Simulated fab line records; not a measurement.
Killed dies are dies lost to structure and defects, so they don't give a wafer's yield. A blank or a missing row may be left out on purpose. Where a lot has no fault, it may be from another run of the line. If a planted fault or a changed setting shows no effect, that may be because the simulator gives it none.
fab line records	flow gf180mcu
record: lots: 5	wafers: 23
route steps=602 shown TOP_METAL@569 PASSIVATION@599
start_h: hours from the record's opening day to when the first of the lot's shown wafers began	wait_h: time in hours since the lot's previous step	" unchanged from the row above	L1.1+2: several wafers, shown together as one row	- no value, or no start was given	* or withheld: withheld	< > ~ a bound
route shown NAME@n: a module of which the file shows steps, and the number in the route of the first	usual: mean/standard deviation of fault-free wafers	same: alike in all rows	chamber/n: place in a boat	sites: per-site readings	_std_site: how widely they spread, as a standard deviation	_edge_site: mean of outer sites minus mean of inner sites	radius_mm: for every site, how far away it sits from the centre of the wafer	mask NAME#n: copy n	behind: the last tool/chamber to shape the wafer	hold: reason for holding the lot/hours on hold/outcome of the hold	device: transistor that didn't switch, given as n, p or np	end of line: the route-end tests of the same wafers	a step without rows: its recipe alone	killed: not the wafer's yield, but the dies lost to structure and defects at the first sort	map: the dies of a wafer, with x for killed, . for not killed, _ for no die there
set.NAME: the setting as run; set.NAME@STEP: as run at that earlier step	model.NAME: the simulator's own value behind a step, which no gauge read
lots whose settings were changed on purpose; a table a step, a row a wafer
== steps ==
step: GF_TOP_METAL_SPUTTER_02
recipe: material: AlCu	target_thk_nm: 900	power_w: 10600	chamber_pressure_pa: 0.3	substrate_temp_c: 250	gas: Ar	time_s: 47.82
lot.wafer	tool	chamber	start_h	wait_h	set.time_s	model.AlCu_of_TOP_METAL_SPUTTER_02.thk_nm
L080.1	pvd_sputter-03	-	682.78	0.0	49.9	945.9
L080.2	"	-	"	"	49.9	951.3
L080.3	"	-	"	"	47.82	910
L080.5	"	-	"	"	47.82	907.8
L080.6	"	-	"	"	49.9	948.7
L082.1	pvd_sputter-03	-	700.94	0.0	41.8	796.6
L082.3	"	-	"	"	47.82	907
L082.4	"	-	"	"	41.8	792.1
L082.5	"	-	"	"	47.82	916.7
L082.6	"	-	"	"	47.82	908
L083.2	pvd_sputter-04	-	703.36	0.0	47.82	897
L083.3	"	-	"	"	53.54	1003
L083.4	"	-	"	"	47.82	911.9
L083.5	"	-	"	"	53.54	1019
L083.6	"	-	"	"	47.82	887.7
L084.3	pvd_sputter-03	-	711.77	0.0	47.82	915.3
L084.4	"	-	"	"	47.82	910
L084.6	"	-	"	"	47.82	915.4
L085.2	pvd_sputter-03	-	714.85	0.0	47.82	914.5
L085.3	"	-	"	"	47.82	911.4
L085.4	"	-	"	"	47.82	912.2
L085.5	"	-	"	"	44.24	837.5
L085.6	"	-	"	"	44.24	835.9
step: GF_TOP_METAL_SPUTTER_03
recipe: material: Ti	target_thk_nm: 5	substrate_temp_c: 300	chamber_pressure_pa: 0.3	power_w: 3000	time_s: 3.3
step: GF_TOP_METAL_SPUTTER_04
recipe: material: TiN	target_thk_nm: 25	power_w: 6500	time_s: 20.8	chamber_pressure_pa: 0.4
step: GF_TOP_METAL_RS_MEAS_05
recipe: thk_meas_gauge: four-point-probe	reads: TiN_of_TOP_METAL_SPUTTER_04+Ti_of_TOP_METAL_SPUTTER_03+AlCu_of_TOP_METAL_SPUTTER_02+TiN_of_TOP_METAL_SPUTTER_01+Ti_of_TOP_METAL_SPUTTER_00
usual: TOP_METAL_ALCU_RS: 0.0326/0.0003
lot.wafer	tool	chamber	start_h	wait_h	set.time_s@TOP_METAL_SPUTTER_02	TOP_METAL_ALCU_RS[ohm/sq]
L080.1	film_metro-03	-	682.87	0.0	49.9	0.0311
L080.2	"	-	"	"	49.9	0.0309
L080.3	"	-	"	"	47.82	0.0323
L080.5	"	-	"	"	47.82	0.0324
L080.6	"	-	"	"	49.9	0.0310
L082.1	film_metro-02	-	701.03	0.0	41.8	0.0371
L082.3	"	-	"	"	47.82	0.0325
L082.4	"	-	"	"	41.8	0.0374
L082.5	"	-	"	"	47.82	0.0323
L082.6	"	-	"	"	47.82	0.0326
L083.2	film_metro-02	-	703.47	0.0	47.82	0.0329
L083.3	"	-	"	"	53.54	0.0295
L083.4	"	-	"	"	47.82	0.0323
L083.5	"	-	"	"	53.54	0.0289
L083.6	"	-	"	"	47.82	0.0333
L084.3	film_metro-02	-	711.90	0.1	47.82	0.0323
L084.4	"	-	"	"	47.82	0.0324
L084.6	"	-	"	"	47.82	0.0322
L085.2	film_metro-02	-	714.96	0.0	47.82	0.0323
L085.3	"	-	"	"	47.82	0.0323
L085.4	"	-	"	"	47.82	0.0324
L085.5	"	-	"	"	44.24	0.0353
L085.6	"	-	"	"	44.24	0.0355
step: GF_TOP_METAL_THK_MEAS_06
recipe: thk_meas_gauge: xrf	reads: AlCu_of_TOP_METAL_SPUTTER_02
usual: TOP_METAL_ALCU_THK: 917/9.9
lot.wafer	tool	chamber	start_h	wait_h	set.time_s@TOP_METAL_SPUTTER_02	TOP_METAL_ALCU_THK[nm]
L080.1	film_metro-03	-	682.99	0.1	49.9	963
L080.2	"	-	"	"	49.9	962
L080.3	"	-	"	"	47.82	923
L080.5	"	-	"	"	47.82	923
L080.6	"	-	"	"	49.9	968
L082.1	film_metro-02	-	701.15	0.1	41.8	803
L082.3	"	-	"	"	47.82	920
L082.4	"	-	"	"	41.8	795
L082.5	"	-	"	"	47.82	925
L082.6	"	-	"	"	47.82	917
L083.2	film_metro-02	-	703.58	0.1	47.82	907
L083.3	"	-	"	"	53.54	1013
L083.4	"	-	"	"	47.82	924
L083.5	"	-	"	"	53.54	1031
L083.6	"	-	"	"	47.82	893
L084.3	film_metro-02	-	712.00	0.1	47.82	925
L084.4	"	-	"	"	47.82	921
L084.6	"	-	"	"	47.82	924
L085.2	film_metro-02	-	715.07	0.1	47.82	926
L085.3	"	-	"	"	47.82	920
L085.4	"	-	"	"	47.82	924
L085.5	"	-	"	"	44.24	845
L085.6	"	-	"	"	44.24	848
step: GF_TOP_METAL_EXPOSE_11
recipe: mask_id: MetalTop	target_cd_nm: 440	na: 0.6	source_shape: conventional	sigma_outer: 0.6	dose_mj: 170
lot.wafer	tool	chamber	start_h	wait_h	mask	set.dose_mj
L080.1+3	iline_stepper-01	0	-	-	MetalTop#0	161.3
L080.2+5+6	"	0	"	"	MetalTop#0	170
L082.1+3+6	iline_stepper-02	0	-	-	MetalTop#0	170
L082.4+5	"	0	"	"	MetalTop#0	181.2
L083.2+5	iline_stepper-02	0	-	-	MetalTop#0	170
L083.3+4+6	"	0	"	"	MetalTop#0	165.1
L084.3+4+6	iline_stepper-02	0	-	-	MetalTop#0	170
L085.2+3+6	iline_stepper-01	0	-	-	MetalTop#0	170
L085.4+5	"	0	"	"	MetalTop#0	180.6
step: GF_TOP_METAL_PEB_12
recipe: temp_c: withheld	time_s: *	resist: NOVOLAK
step: GF_TOP_METAL_DEVELOP_13
recipe: develop_time_s: 60	dev_temp_c: 23
step: GF_TOP_METAL_CD_MEAS_14
recipe: target_cd_nm: 440
usual: cd_nm: 441.3/2.1
lot.wafer	tool	chamber	start_h	wait_h	set.dose_mj@TOP_METAL_EXPOSE_11	cd_nm
L080.1	cd_sem-02	-	701.31	0.1	161.3	458.4
L080.2	"	-	"	"	170	441.4
L080.3	"	-	"	"	161.3	455.6
L080.5	"	-	"	"	170	440.9
L080.6	"	-	"	"	170	441.5
L082.1	cd_sem-02	-	718.92	0.1	170	440.2
L082.3	"	-	"	"	170	440.5
L082.4	"	-	"	"	181.2	424.7
L082.5	"	-	"	"	181.2	424.2
L082.6	"	-	"	"	170	441.2
L083.2	cd_sem-02	-	721.54	0.1	170	440.9
L083.3	"	-	"	"	165.1	448.5
L083.4	"	-	"	"	165.1	446.6
L083.5	"	-	"	"	170	440.5
L083.6	"	-	"	"	165.1	447.1
L084.3	cd_sem-02	-	729.71	0.1	170	440.5
L084.4	"	-	"	"	170	443.6
L084.6	"	-	"	"	170	440.8
L085.2	cd_sem-01	-	732.69	0.1	170	443.3
L085.3	"	-	"	"	170	443.5
L085.4	"	-	"	"	180.6	427.1
L085.5	"	-	"	"	180.6	424.8
L085.6	"	-	"	"	170	444.0
step: GF_TOP_METAL_METAL_ETCH_16
recipe: chemistry: Cl2/BCl3	mask_material: NOVOLAK	target_depth_nm: 1077.5	stop_on: SiO2	pressure_mtorr: 8	icp_w: 800	bias_w: 140	Cl2_flow_sccm: 80	bcl3_flow_sccm: 40	time_s: 179.6
usual: oes_product_au: 0.968/0.006
lot.wafer	tool	chamber	start_h	wait_h	set.time_s@TOP_METAL_SPUTTER_02	set.dose_mj@TOP_METAL_EXPOSE_11	oes_product_au	model.TOP_METAL.cd_nm
L080.1	rie_metal-04	0	701.46	0.0	49.9	161.3	0.979	457.5
L080.2	"	1	"	"	49.9	170	0.999	434.9
L080.3	"	1	"	"	47.82	161.3	0.977	451.5
L080.5	"	0	"	"	47.82	170	0.976	442.9
L080.6	"	1	"	"	49.9	170	0.993	436.7
L082.1	rie_metal-02	1	719.08	0.0	41.8	170	0.903	435.4
L082.3	"	0	"	"	47.82	170	0.971	436.2
L082.4	"	1	"	"	41.8	181.2	0.896	417.6
L082.5	"	1	"	"	47.82	181.2	0.974	418
L082.6	"	0	"	"	47.82	170	0.972	432.9
L083.2	rie_metal-02	0	721.68	0.0	47.82	170	0.965	432.1
L083.3	"	1	"	"	53.54	165.1	0.984	446.6
L083.4	"	0	"	"	47.82	165.1	0.964	441.9
L083.5	"	0	"	"	53.54	170	0.988	434.3
L083.6	"	1	"	"	47.82	165.1	0.954	444.4
L084.3	rie_metal-02	1	729.89	0.1	47.82	170	0.972	435.9
L084.4	"	0	"	"	47.82	170	0.973	428.2
L084.6	"	1	"	"	47.82	170	0.967	429.9
L085.2	rie_metal-04	1	732.83	0.0	47.82	170	0.970	446.7
L085.3	"	1	"	"	47.82	170	0.972	444.6
L085.4	"	0	"	"	47.82	180.6	0.969	430.4
L085.5	"	0	"	"	44.24	180.6	0.931	431.2
L085.6	"	1	"	"	44.24	170	0.929	448.1
step: GF_PASSIVATION_STRIP_12
recipe: chemistry: O2/N2	power_w: 1400	pressure_mtorr: 1500	platen_temp_c: 250	o2_flow_sccm: 3000	n2_flow_sccm: 300	overash_fraction: 0.5
usual: strip_time_to_endpoint_s: 34.93/0.23
lot.wafer	tool	chamber	start_h	wait_h	set.pressure_mtorr	strip_time_to_endpoint_s
L080.1	plasma_asher-02	1	720.15	0.1	1387	35.80
L080.2	"	0	"	"	1387	35.91
L080.3	"	1	"	"	1387	35.53
L080.5	"	1	"	"	1387	35.78
L080.6	"	0	"	"	1387	35.68
L082.1	plasma_asher-03	0	737.95	0.1	1372	35.72
L082.3	"	0	"	"	1372	36.07
L082.4	"	1	"	"	1372	35.63
L082.5	"	1	"	"	1372	35.83
L082.6	"	0	"	"	1372	35.79
L083.2	plasma_asher-01	0	740.31	0.1	1300	36.62
L083.3	"	0	"	"	1300	36.57
L083.4	"	1	"	"	1300	36.35
L083.5	"	1	"	"	1300	36.38
L083.6	"	0	"	"	1300	36.61
L084.3	plasma_asher-02	1	748.69	0.2	1500	34.80
L084.4	"	0	"	"	1500	35.09
L084.6	"	1	"	"	1500	34.58
L085.2	plasma_asher-03	1	751.41	0.1	1500	34.82
L085.3	"	0	"	"	1500	34.81
L085.4	"	1	"	"	1500	34.80
L085.5	"	1	"	"	1500	34.93
L085.6	"	0	"	"	1500	34.70
== key ==
split: step: GF_TOP_METAL_SPUTTER_02	setting: time_s	stated: 47.82	by: wafer
response: step: GF_TOP_METAL_SPUTTER_02	reading: model.AlCu_of_TOP_METAL_SPUTTER_02.thk_nm	change: +9.42	per: 1%	r: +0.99
response: step: GF_TOP_METAL_RS_MEAS_05	reading: TOP_METAL_ALCU_RS	change: -0.000353	per: 1%	r: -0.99
response: step: GF_TOP_METAL_THK_MEAS_06	reading: TOP_METAL_ALCU_THK	change: +9.68	per: 1%	r: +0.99
response: step: GF_TOP_METAL_METAL_ETCH_16	reading: oes_product_au	change: +0.00417	per: 1%	r: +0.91
split: step: GF_TOP_METAL_EXPOSE_11	setting: dose_mj	stated: 170	by: wafer
response: step: GF_TOP_METAL_CD_MEAS_14	reading: cd_nm	change: -2.71	per: 1%	r: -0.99
response: step: GF_TOP_METAL_METAL_ETCH_16	reading: model.TOP_METAL.cd_nm	change: -2.79	per: 1%	r: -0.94
split: step: GF_PASSIVATION_STRIP_12	setting: pressure_mtorr	stated: 1500	by: lot
response: step: GF_PASSIVATION_STRIP_12	reading: strip_time_to_endpoint_s	change: *	per: 1%	r: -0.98
